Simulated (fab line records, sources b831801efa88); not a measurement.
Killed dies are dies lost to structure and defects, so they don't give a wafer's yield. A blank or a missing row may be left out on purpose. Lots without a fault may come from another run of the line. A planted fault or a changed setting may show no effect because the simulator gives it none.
fab line records | flow sky130
record lots=24 wafers=72 last_day=50
route steps=708 shown POLY_GATE@236 LDD_P@263 LI_CONTACT@376 LOCAL_INTERCONNECT@398 VIA1@482
lots that met no fault: from a run of the same line without faults
start_h: hours from the record's first day to the start of the lot's first wafer shown | wait_h: hours since the lot's step before | " the same as in the row above | L1.1+2: a row that stands for several wafers | - no value, or no start given | * or withheld: withheld | < > ~ a bound
route shown NAME@n: a module of which the file shows steps, and the number in the route of the first | usual: mean/standard deviation of fault-free wafers | same: alike in all rows | chamber/n: place in a boat | sites: the reading at each site | _std_site: their standard deviation | _edge_site: outer sites' mean less inner sites' | radius_mm: how far each site lies from the wafer's centre | mask NAME#n: copy n | behind: the tool/chamber that last shaped the wafer | hold: why the lot was held/for how many hours/how that ended | device: the transistor (n, p or np) that didn't switch | end of line: the same wafers' tests at the end of the route | a step without rows: its recipe alone | killed: dies lost to structure and defects at the first sort, not the wafer's yield | map: a wafer's dies, x killed, . not, _ none there
set.NAME: the setting as run; set.NAME@STEP: as run at that earlier step | model.NAME: the simulator's own value behind a step, which no gauge read
steps of the route over a sample of lots; a table a step, a row a wafer
services: from which hour (start_h, from the record's first day; less than 0 if before it) a tool's chamber was out of use, for how many hours, and why
## steps
# step SKY_POLY_GATE_CD_MEAS_22
# usual cd_nm=150/3
# columns lot.wafer tool chamber start_h wait_h cd_nm
L074.1 cd_sem-01 - 389.46 0.1 154
L074.4 " - " " 148
L074.6 " - " " 151
L075.2 cd_sem-02 - 389.49 0.1 150
L075.3 " - " " 152
L075.6 " - " " 146
L076.3 cd_sem-01 - 401.64 0.1 148
L076.5 " - " " 147
L076.6 " - " " 151
L077.3 cd_sem-02 - 414.78 0.1 152
L077.4 " - " " 153
L077.5 " - " " 153
L078.1 cd_sem-02 - 431.00 0.1 145
L078.4 " - " " 151
L078.6 " - " " 150
L079.1 cd_sem-01 - 431.00 0.1 152
L079.4 " - " " 152
L079.6 " - " " 154
L080.2 cd_sem-02 - 440.17 0.1 153
L080.4 " - " " 153
L080.6 " - " " 152
L081.2 cd_sem-02 - 442.08 0.1 155
L081.3 " - " " 149
L081.5 " - " " 156
L082.2 cd_sem-02 - 446.50 0.1 151
L082.5 " - " " 148
L082.6 " - " " 150
L083.2 cd_sem-01 - 465.73 0.1 145
L083.5 " - " " 148
L083.6 " - " " 148
L084.4 cd_sem-02 - 465.75 0.1 152
L084.5 " - " " 152
L084.6 " - " " 152
L085.1 cd_sem-02 - 477.32 0.1 147
L085.5 " - " " 148
L085.6 " - " " 145
L086.2 cd_sem-01 - 478.95 0.1 150
L086.5 " - " " 151
L086.6 " - " " 149
L087.2 cd_sem-02 - 482.67 0.1 150
L087.3 " - " " 145
L087.4 " - " " 152
L088.1 cd_sem-01 - 493.30 0.1 146
L088.2 " - " " 146
L088.3 " - " " 146
L089.3 cd_sem-01 - 498.43 0.1 146
L089.4 " - " " 150
L089.5 " - " " 146
L090.2 cd_sem-01 - 508.82 0.1 147
L090.3 " - " " 147
L090.5 " - " " 153
L091.1 cd_sem-01 - 514.03 0.1 150
L091.3 " - " " 150
L091.6 " - " " 149
L092.2 cd_sem-02 - 524.40 0.1 151
L092.3 " - " " 156
L092.4 " - " " 150
L093.1 cd_sem-01 - 529.69 0.1 155
L093.3 " - " " 150
L093.5 " - " " 152
L094.2 cd_sem-01 - 538.17 0.1 154
L094.3 " - " " 158
L094.5 " - " " 157
L095.1 cd_sem-02 - 552.71 0.1 151
L095.3 " - " " 150
L095.6 " - " " 148
L096.1 cd_sem-01 - 554.69 0.1 151
L096.3 " - " " 151
L096.4 " - " " 148
L097.1 cd_sem-02 - 561.54 0.1 148
L097.3 " - " " 146
L097.4 " - " " 146
# step SKY_LDD_P_OVL_MEAS_08
# usual LDD_P_OVL=-0.8/1.3
# columns lot.wafer tool chamber start_h wait_h LDD_P_OVL[nm]
L074.1 overlay-01 - 450.95 0.1 0.7
L074.4 " - " " -1.6
L074.6 " - " " -1.0
L075.2 overlay-01 - 451.31 0.1 -1.3
L075.3 " - " " -0.9
L075.6 " - " " -0.9
L076.3 overlay-02 - 463.81 0.1 -0.4
L076.5 " - " " -2.8
L076.6 " - " " -0.9
L077.3 overlay-02 - 477.47 0.1 0.0
L077.4 " - " " -1.9
L077.5 " - " " -0.2
L079.1 overlay-02 - 493.73 0.1 0.5
L079.4 " - " " -0.8
L079.6 " - " " 1.3
L078.1 overlay-01 - 494.21 0.1 0.5
L078.4 " - " " 1.6
L078.6 " - " " -1.7
L080.2 overlay-02 - 503.11 0.1 -0.9
L080.4 " - " " -0.6
L080.6 " - " " 1.2
L081.2 overlay-01 - 505.26 0.1 -1.5
L081.3 " - " " -2.2
L081.5 " - " " -0.6
L082.2 overlay-01 - 508.96 0.1 -0.1
L082.5 " - " " -1.6
L082.6 " - " " -1.0
L084.4 overlay-01 - 527.17 0.1 0.2
L084.5 " - " " 1.4
L084.6 " - " " 1.0
L083.2 overlay-01 - 527.81 0.1 -2.0
L083.5 " - " " -1.4
L083.6 " - " " -1.8
L085.1 overlay-01 - 539.41 0.1 -1.7
L085.5 " - " " -2.1
L085.6 " - " " -2.0
L086.2 overlay-01 - 540.71 0.1 -0.6
L086.5 " - " " -1.6
L086.6 " - " " -0.5
L087.2 overlay-01 - 544.41 0.1 0.8
L087.3 " - " " -1.4
L087.4 " - " " -0.9
L088.1 overlay-01 - 554.71 0.1 -3.0
L088.2 " - " " -1.5
L088.3 " - " " -1.0
L089.3 overlay-02 - 559.96 0.1 0.7
L089.4 " - " " 1.4
L089.5 " - " " -0.2
L090.2 overlay-02 - 569.76 0.1 0.2
L090.3 " - " " -2.3
L090.5 " - " " 0.9
L091.1 overlay-01 - 574.30 0.1 0.3
L091.3 " - " " -2.4
L091.6 " - " " -3.6
L092.2 overlay-01 - 584.86 0.1 0.0
L092.3 " - " " 0.1
L092.4 " - " " -0.5
L093.1 overlay-02 - 591.06 0.1 -0.9
L093.3 " - " " -1.1
L093.5 " - " " 0.0
L094.2 overlay-02 - 598.59 0.1 -2.9
L094.3 " - " " -2.3
L094.5 " - " " -2.5
L095.1 overlay-02 - 613.60 0.1 -2.8
L095.3 " - " " -3.3
L095.6 " - " " -2.2
L096.1 overlay-01 - 615.71 0.1 1.5
L096.3 " - " " -0.1
L096.4 " - " " -0.8
L097.1 overlay-01 - 623.45 0.1 -0.7
L097.3 " - " " -1.7
L097.4 " - " " -0.1
# step SKY_LI_CONTACT_ETCH_14
# recipe chemistry=N2/H2 target=BARC ion_energy_ev=200 source_w=500 bias_w=100 pressure_mtorr=30 n2_flow_sccm=100 h2_flow_sccm=200 stop_on=SiO2 time_s=45.9 target_depth_a=600
# usual drypump_motor_current_A=5.8/0.33 oes_product_au=0.855/0.005 throttle_valve_pct=13.224/0.0086
# columns lot.wafer tool chamber start_h wait_h drypump_motor_current_A oes_product_au rf_hours_counter_h throttle_valve_pct
L074.1 rie_diel-01 0 692.34 0.0 6.2 0.866 16 13.224
L074.4 " 1 " " 6.1 0.857 18 13.223
L074.6 " 0 " " 6.2 0.862 - 13.204
L075.2 rie_diel-01 3 695.34 0.0 6.0 0.863 7 13.232
L075.3 " 2 " " 5.3 0.848 9 13.234
L075.6 " 0 " " 6.2 0.857 - 13.215
L076.3 rie_diel-01 2 706.32 0.0 5.3 0.864 9 13.237
L076.5 " 0 " " 6.2 0.848 - 13.218
L076.6 " 1 " " 6.1 0.848 - 13.234
L077.3 rie_diel-02 0 718.59 0.0 6.2 0.862 16 13.227
L077.4 " 2 " " 5.8 0.861 7 13.224
L077.5 " 1 " " 5.4 0.854 - 13.228
L079.1 rie_diel-01 2 730.89 0.0 5.3 0.856 9 13.222
L079.4 " 0 " " 6.2 0.852 16 13.223
L079.6 " 3 " " 6.0 0.850 - 13.237
L078.1 rie_diel-01 3 732.64 0.0 6.0 0.859 8 13.220
L078.4 " 0 " " 6.2 0.858 17 13.219
L078.6 " 0 " " 6.2 0.857 - 13.214
L080.2 rie_diel-01 3 740.24 0.0 6.0 0.854 8 13.227
L080.4 " 2 " " 5.3 0.859 10 13.220
L080.6 " 3 " " 6.0 0.856 - 13.209
L081.2 rie_diel-02 0 741.19 0.0 6.2 0.852 17 13.227
L081.3 " 3 " " 6.1 0.860 9 13.223
L081.5 " 3 " " 6.1 0.851 - 13.221
L082.2 rie_diel-04 1 746.94 0.0 5.5 0.861 35 13.230
L082.5 " 0 " " 5.5 0.858 - 13.234
L082.6 " 1 " " 5.5 0.856 - 13.226
L084.4 rie_diel-04 1 761.39 0.0 5.6 0.856 35 13.225
L084.5 " 2 " " 5.7 0.856 - 13.219
L084.6 " 3 " " 5.4 0.851 - 13.209
L083.2 rie_diel-01 1 763.84 0.0 6.2 0.856 20 13.222
L083.5 " 0 " " 6.2 0.857 - 13.217
L083.6 " 3 " " 6.0 0.855 - 13.209
L085.1 rie_diel-04 1 771.72 0.0 5.6 0.860 36 13.231
L085.5 " 2 " " 5.6 0.862 - 13.239
L085.6 " 1 " " 5.5 0.855 - 13.221
L086.2 rie_diel-02 3 775.37 0.0 6.1 0.859 10 13.229
L086.5 " 1 " " 5.4 0.857 - 13.210
L086.6 " 3 " " 6.1 0.860 - 13.233
L087.2 rie_diel-04 0 775.89 0.0 5.5 0.858 30 13.239
L087.3 " 3 " " 5.4 0.856 5 13.213
L087.4 " 1 " " 5.6 0.854 36 13.221
L088.1 rie_diel-04 0 784.89 0.0 5.5 0.859 30 13.216
L088.2 " 3 " " 5.4 0.859 5 13.233
L088.3 " 1 " " 5.5 0.850 36 13.211
L089.3 rie_diel-02 0 790.12 0.0 6.2 0.857 17 13.241
L089.4 " 1 " " 5.4 0.842 3 13.233
L089.5 " 1 " " 5.4 0.849 - 13.241
L090.2 rie_diel-01 0 799.49 0.0 6.2 0.852 19 13.206
L090.3 " 3 " " 6.0 0.847 10 13.234
L090.5 " 0 " " 6.2 0.860 - 13.219
L091.1 rie_diel-04 3 801.64 0.0 5.4 0.854 6 13.222
L091.3 " 2 " " 5.6 0.856 10 13.231
L091.6 " 2 " " 5.6 0.849 - 13.228
L092.2 rie_diel-04 2 813.79 0.0 5.6 0.857 10 13.214
L092.3 " 1 " " 5.5 0.854 0 13.225
L092.4 " 2 " " 5.6 0.854 - 13.211
L093.1 rie_diel-02 3 819.64 0.0 6.1 0.861 11 13.221
L093.3 " 2 " " 5.8 0.845 10 13.232
L093.5 " 1 " " 5.4 0.868 - 13.222
L094.2 rie_diel-01 3 825.59 0.0 6.0 0.854 11 13.226
L094.3 " 2 " " 5.3 0.841 13 13.238
L094.5 " 1 " " 6.1 0.862 - 13.225
L095.1 rie_diel-04 1 839.59 0.0 5.5 0.852 1 13.214
L095.3 " 2 " " 5.7 0.850 11 13.232
L095.6 " 1 " " 5.5 0.854 - 13.230
L096.1 rie_diel-02 0 840.12 0.0 6.2 0.851 19 13.226
L096.3 " 3 " " 6.1 0.856 12 13.226
L096.4 " 2 " " 5.8 0.847 11 13.234
L097.1 rie_diel-02 1 847.84 0.0 5.4 0.855 5 13.228
L097.3 " 0 " " 6.2 0.854 19 13.214
L097.4 " 3 " " 6.1 0.854 12 13.220
# step SKY_LI_CONTACT_STRIP_16
# recipe chemistry=O2/N2 power_w=1400 pressure_mtorr=1500 platen_temp_c=withheld o2_flow_sccm=3000 n2_flow_sccm=300 overash_fraction=0.5
# usual drypump_motor_current_A=5.68/0.25 oes_product_au=0.376/0.0047 strip_time_to_endpoint_s=3.50/0.041
# columns lot.wafer tool chamber start_h wait_h drypump_motor_current_A oes_product_au rf_hours_counter_h strip_time_to_endpoint_s
L074.1 plasma_asher-02 0 692.46 - 5.42 0.372 25 3.53
L074.4 " 0 " " 5.41 0.378 - 3.54
L074.6 " 0 " " 5.42 0.375 - 3.53
L075.2 plasma_asher-02 1 695.46 - 6.04 0.374 25 3.45
L075.3 " 1 " " 6.04 0.381 - 3.52
L075.6 " 1 " " 6.01 0.377 - 3.53
L076.3 plasma_asher-04 1 706.48 - 5.92 0.381 - 3.49
L076.5 " 1 " " 5.92 0.384 - 3.56
L076.6 " 0 " " 5.40 0.379 - 3.59
L077.3 plasma_asher-02 1 718.75 - 6.05 0.374 - 3.49
L077.4 " 0 " " 5.41 0.374 - 3.50
L077.5 " 1 " " 6.05 0.376 - 3.56
L079.1 plasma_asher-01 0 731.02 - 5.58 0.376 54 3.52
L079.4 " 0 " " 5.56 0.378 - 3.50
L079.6 " 1 " " 5.68 0.370 - 3.47
L078.1 plasma_asher-04 1 732.76 - 5.91 0.364 106 3.45
L078.4 " 0 " " 5.39 0.376 - 3.50
L078.6 " 0 " " 5.42 0.381 - 3.48
L080.2 plasma_asher-02 1 740.36 - 6.01 0.371 30 3.44
L080.4 " 0 " " 5.40 0.377 - 3.47
L080.6 " 1 " " 6.03 0.374 - 3.46
L081.2 plasma_asher-02 1 741.31 - 6.04 0.375 30 3.44
L081.3 " 1 " " 6.03 0.380 - 3.50
L081.5 " 0 " " 5.41 0.375 - 3.52
L082.2 plasma_asher-02 1 747.07 - 6.06 0.369 30 3.52
L082.5 " 1 " " 6.04 0.375 - 3.51
L082.6 " 0 " " 5.41 0.384 - 3.55
L084.4 plasma_asher-01 0 761.55 - 5.57 0.374 - 3.55
L084.5 " 1 " " 5.69 0.374 - 3.51
L084.6 " 0 " " 5.55 0.369 - 3.54
L083.2 plasma_asher-04 0 763.96 - 5.41 0.374 2 3.52
L083.5 " 0 " " 5.42 0.378 - 3.52
L083.6 " 1 " " 5.91 0.374 - 3.44
L085.1 plasma_asher-02 1 771.84 - 6.06 0.368 33 3.52
L085.5 " 1 " " 6.05 0.378 - 3.49
L085.6 " 0 " " 5.41 0.378 - 3.52
L086.2 plasma_asher-04 1 775.49 - 5.91 0.373 3 3.52
L086.5 " 0 " " 5.40 0.377 - 3.47
L086.6 " 1 " " 5.92 0.374 - 3.53
L087.2 plasma_asher-01 0 776.01 - 5.54 0.374 59 3.49
L087.3 " 1 " " 5.71 0.382 - 3.54
L087.4 " 0 " " 5.55 0.376 - 3.51
L088.1 plasma_asher-01 1 785.01 - 5.70 0.383 59 3.51
L088.2 " 0 " " 5.59 0.375 59 3.56
L088.3 " 1 " " 5.73 0.380 - 3.50
L089.3 plasma_asher-02 0 790.28 - 5.42 0.377 - 3.48
L089.4 " 1 " " 6.04 0.371 - 3.47
L089.5 " 0 " " 5.44 0.372 - 3.47
L090.2 plasma_asher-01 1 799.61 - 5.68 0.378 61 3.51
L090.3 " 1 " " 5.68 0.375 - 3.48
L090.5 " 0 " " 5.54 0.367 - 3.50
L091.1 plasma_asher-01 1 801.77 - 5.70 0.376 61 3.57
L091.3 " 0 " " 5.55 0.379 - 3.52
L091.6 " 0 " " 5.56 0.379 - 3.47
L092.2 plasma_asher-02 1 813.91 - 6.03 0.374 37 3.47
L092.3 " 1 " " 6.05 0.381 - 3.52
L092.4 " 0 " " 5.41 0.382 - 3.50
L093.1 plasma_asher-04 1 819.77 - 5.91 0.367 6 3.49
L093.3 " 0 " " 5.38 0.369 - 3.43
L093.5 " 1 " " 5.93 0.379 - 3.45
L094.2 plasma_asher-01 0 825.72 - 5.54 0.368 64 3.41
L094.3 " 0 " " 5.55 0.371 - 3.48
L094.5 " 0 " " 5.55 0.381 - 3.48
L095.1 plasma_asher-02 0 839.72 - 5.39 0.376 40 3.48
L095.3 " 0 " " 5.39 0.370 - 3.47
L095.6 " 1 " " 6.05 0.367 - 3.49
L096.1 plasma_asher-01 1 840.24 - 5.73 0.373 65 3.46
L096.3 " 0 " " 5.57 0.374 - 3.51
L096.4 " 1 " " 5.73 0.369 - 3.43
L097.1 plasma_asher-02 1 847.97 - 6.04 0.376 41 3.51
L097.3 " 0 " " 5.41 0.379 - 3.48
L097.4 " 1 " " 6.03 0.378 - 3.55
# step SKY_LOCAL_INTERCONNECT_CD_MEAS_11
# recipe target_cd_nm=170
# usual cd_nm=169.3/1.7
# columns lot.wafer tool chamber start_h wait_h cd_nm
L074.1 cd_sem-02 - 721.32 - 170.3
L074.4 " - " " 171.5
L074.6 " - " " 172.3
L075.2 cd_sem-02 - 724.39 - 171.2
L075.3 " - " " 171.9
L075.6 " - " " 169.6
L076.3 cd_sem-01 - 735.86 - 170.3
L076.5 " - " " 168.8
L076.6 " - " " 170.7
L077.3 cd_sem-02 - 747.98 - 168.4
L077.4 " - " " 167.9
L077.5 " - " " 166.8
L079.1 cd_sem-02 - 759.64 - 170.7
L079.4 " - " " 171.3
L079.6 " - " " 169.8
L078.1 cd_sem-01 - 760.88 - 171.2
L078.4 " - " " 169.3
L078.6 " - " " 169.8
L080.2 cd_sem-01 - 768.59 - 169.7
L080.4 " - " " 170.7
L080.6 " - " " 169.5
L081.2 cd_sem-01 - 769.24 - 169.0
L081.3 " - " " 170.1
L081.5 " - " " 170.5
L082.2 cd_sem-01 - 775.06 - 172.5
L082.5 " - " " 173.0
L082.6 " - " " 173.2
L084.4 cd_sem-01 - 789.59 - 167.9
L084.5 " - " " 169.0
L084.6 " - " " 167.2
L083.2 cd_sem-01 - 791.41 - 169.3
L083.5 " - " " 167.0
L083.6 " - " " 169.1
L085.1 cd_sem-01 - 799.68 - 169.2
L085.5 " - " " 168.2
L085.6 " - " " 168.3
L086.2 cd_sem-01 - 802.16 - 169.0
L086.5 " - " " 169.7
L086.6 " - " " 169.0
L087.2 cd_sem-02 - 802.49 - 168.2
L087.3 " - " " 169.4
L087.4 " - " " 169.4
L088.1 cd_sem-02 - 812.62 - 170.8
L088.2 " - " " 171.3
L088.3 " - " " 170.8
L089.3 cd_sem-02 - 817.62 - 170.1
L089.4 " - " " 170.2
L089.5 " - " " 170.0
L090.2 cd_sem-02 - 826.91 - 167.6
L090.3 " - " " 166.7
L090.5 " - " " 166.7
L091.1 cd_sem-02 - 829.29 - 168.6
L091.3 " - " " 169.5
L091.6 " - " " 167.9
L092.2 cd_sem-02 - 841.16 - 169.0
L092.3 " - " " 169.8
L092.4 " - " " 169.6
L093.1 cd_sem-02 - 847.34 - 167.5
L093.3 " - " " 167.9
L093.5 " - " " 169.5
L094.2 cd_sem-02 - 852.86 - 170.7
L094.3 " - " " 169.9
L094.5 " - " " 170.8
L095.1 cd_sem-02 - 865.89 - 168.0
L095.3 " - " " 169.6
L095.6 " - " " 167.2
L096.1 cd_sem-02 - 866.52 - 166.3
L096.3 " - " " 166.9
L096.4 " - " " 168.1
L097.1 cd_sem-02 - 874.92 - 168.7
L097.3 " - " " 168.7
L097.4 " - " " 169.1
# step SKY_VIA1_CMP_24
# recipe stop_on=SiO2 t_overpolish_s=15 down_force_psi=3.5 platen_rpm=60 target_thk_nm=0 pad_velocity_m_s=0.94248
# usual motor_current_A=10.8/1 overpolish_run_s=14.999/0.0093 slurry_filter_dp_kPa=13.51/0.14 time_to_endpoint_s=65/4.3
# columns lot.wafer tool chamber start_h wait_h motor_current_A overpolish_run_s slurry_filter_dp_kPa time_to_endpoint_s
L074.1 cmp-01 1 807.90 0.1 10.8 15.007 13.32 69
L074.4 " 2 " " 10.1 15.003 13.54 67
L074.6 " 0 " " 9.5 14.996 13.34 66
L075.2 cmp-02 3 810.56 0.0 13.0 14.998 13.62 67
L075.3 " 2 " " 12.4 14.999 13.57 61
L075.6 " 3 " " 12.9 14.997 13.48 65
L076.3 cmp-02 3 822.26 0.1 12.4 15.007 13.61 66
L076.6 " 2 " " 12.9 14.996 13.33 64
L076.5 " 3 " " 12.2 14.995 13.55 68
L077.3 cmp-02 2 833.71 0.1 12.8 14.994 13.42 58
L077.4 " 3 " " 12.9 15.021 13.53 64
L077.5 " 1 " " 10.8 14.994 13.61 55
L079.4 cmp-02 1 844.93 0.1 10.7 14.987 13.39 56
L079.1 " 2 " " 12.7 15.004 13.34 61
L079.6 " 3 " " 12.5 14.990 13.32 62
L078.1 cmp-01 0 845.28 0.1 10.0 14.999 13.59 66
L078.4 " 1 " " 10.9 15.001 13.65 70
L078.6 " 1 " " 10.5 15.004 13.80 69
L080.4 cmp-01 0 852.84 0.1 10.6 14.983 13.98 70
L080.2 " 1 " " 10.6 15.002 13.53 72
L080.6 " 2 " " 10.2 15.002 13.53 71
L081.2 cmp-02 1 854.80 0.0 11.0 15.001 13.56 61
L081.3 " 2 " " 12.4 14.978 13.59 61
L081.5 " 2 " " 12.6 14.995 13.57 63
L082.2 cmp-01 2 858.21 0.2 9.9 14.992 13.58 71
L082.6 " 3 " " 10.8 15.008 13.30 66
L082.5 " 0 " " 9.4 14.985 13.48 68
L084.4 cmp-02 3 872.05 0.1 12.5 14.997 13.42 60
L084.6 " 2 " " 13.0 15.003 13.73 57
L084.5 " 3 " " 12.5 14.982 13.26 60
L083.2 cmp-01 2 874.20 0.1 10.4 14.983 13.68 64
L083.6 " 1 " " 10.0 15.003 13.38 70
L083.5 " 2 " " 10.0 15.007 13.43 63
L085.1 cmp-01 2 883.21 0.2 10.3 15.005 13.67 69
L085.6 " 3 " " 10.5 15.000 13.34 64
L085.5 " 0 " " 9.6 14.997 13.55 67
L086.2 cmp-01 2 884.71 0.0 10.3 15.002 13.52 69
L086.5 " 2 " " 10.2 15.005 13.66 69
L086.6 " 3 " " 11.1 15.005 13.60 62
L087.3 cmp-01 0 885.06 0.0 10.0 15.002 13.50 61
L087.2 " 1 " " 10.2 14.999 13.41 72
L087.4 " 2 " " 9.8 15.014 13.48 64
L088.1 cmp-01 2 894.18 0.1 10.0 14.986 13.49 72
L088.3 " 3 " " 10.3 15.006 13.46 63
L088.2 " 0 " " 9.7 15.008 13.42 66
L089.4 cmp-02 0 900.60 0.0 10.2 14.988 13.27 71
L089.3 " 1 " " 10.4 15.008 13.66 60
L089.5 " 0 " " 10.8 15.006 13.64 71
L090.3 cmp-02 3 907.09 0.0 12.4 15.010 13.38 65
L090.2 " 2 " " 12.8 15.003 13.31 63
L090.5 " 3 " " 12.6 14.984 13.53 63
L091.3 cmp-01 2 910.98 0.1 10.2 14.996 13.38 65
L091.1 " 0 " " 9.9 15.005 13.53 63
L091.6 " 1 " " 10.4 14.994 13.76 74
L092.2 cmp-01 3 922.84 0.1 10.6 14.985 13.56 62
L092.3 " 0 " " 8.8 15.012 13.22 66
L092.4 " 1 " " 10.4 15.002 13.60 71
L093.3 cmp-01 1 928.86 0.1 10.2 15.021 13.25 71
L093.1 " 2 " " 10.0 14.994 13.48 66
L093.5 " 1 " " 10.5 15.000 13.59 72
L094.2 cmp-01 3 932.41 0.0 10.8 14.988 13.46 63
L094.3 " 1 " " 10.7 15.001 13.53 69
L094.5 " 3 " " 10.5 15.009 13.42 61
L095.3 cmp-02 1 947.75 0.1 10.4 15.004 13.64 61
L095.1 " 3 " " 12.7 14.975 13.46 63
L095.6 " 0 " " 11.2 14.985 13.53 72
L096.4 cmp-01 0 947.96 0.0 9.9 14.990 13.31 65
L096.3 " 2 " " 10.1 15.008 13.46 63
L096.1 " 3 " " 10.2 15.010 13.50 57
L097.1 cmp-02 3 954.68 0.1 12.2 14.981 13.28 62
L097.4 " 0 " " 10.3 14.992 13.39 67
L097.3 " 2 " " 13.0 15.003 13.46 59
## services
# columns tool chamber start_h hours kind
rie_diel-01 1 671.01 6.0 repair
cmp-02 - 684.24 2.3 repair
cmp-02 - 689.27 0.3 repair
cmp-02 - 700.00 2.6 repair
cmp-02 - 712.64 2.3 repair
cmp-02 - 741.82 1.8 repair
cmp-01 - 744.25 4.0 pm
cmp-01 - 748.25 4.5 pm
cmp-02 - 758.89 4.4 pm
cmp-01 - 763.07 1.6 repair
rie_diel-01 3 773.08 4.9 repair
cmp-02 - 797.44 2.2 repair
rie_diel-01 1 798.09 1.6 repair
cmp-02 - 800.26 9.4 pm
rie_diel-01 1 821.56 3.4 repair
cmp-01 - 837.65 4.2 repair
rie_diel-01 - 838.49 2.8 pm
rie_diel-01 - 841.29 0.9 repair
plasma_asher-02 - 850.81 1.6 repair
cmp-02 - 860.20 5.3 repair
cmp-02 - 912.21 4.0 pm
cmp-02 - 917.57 1.1 repair
cmp-01 - 929.97 1.1 repair
plasma_asher-02 - 934.73 2.8 pm
## key
fault none
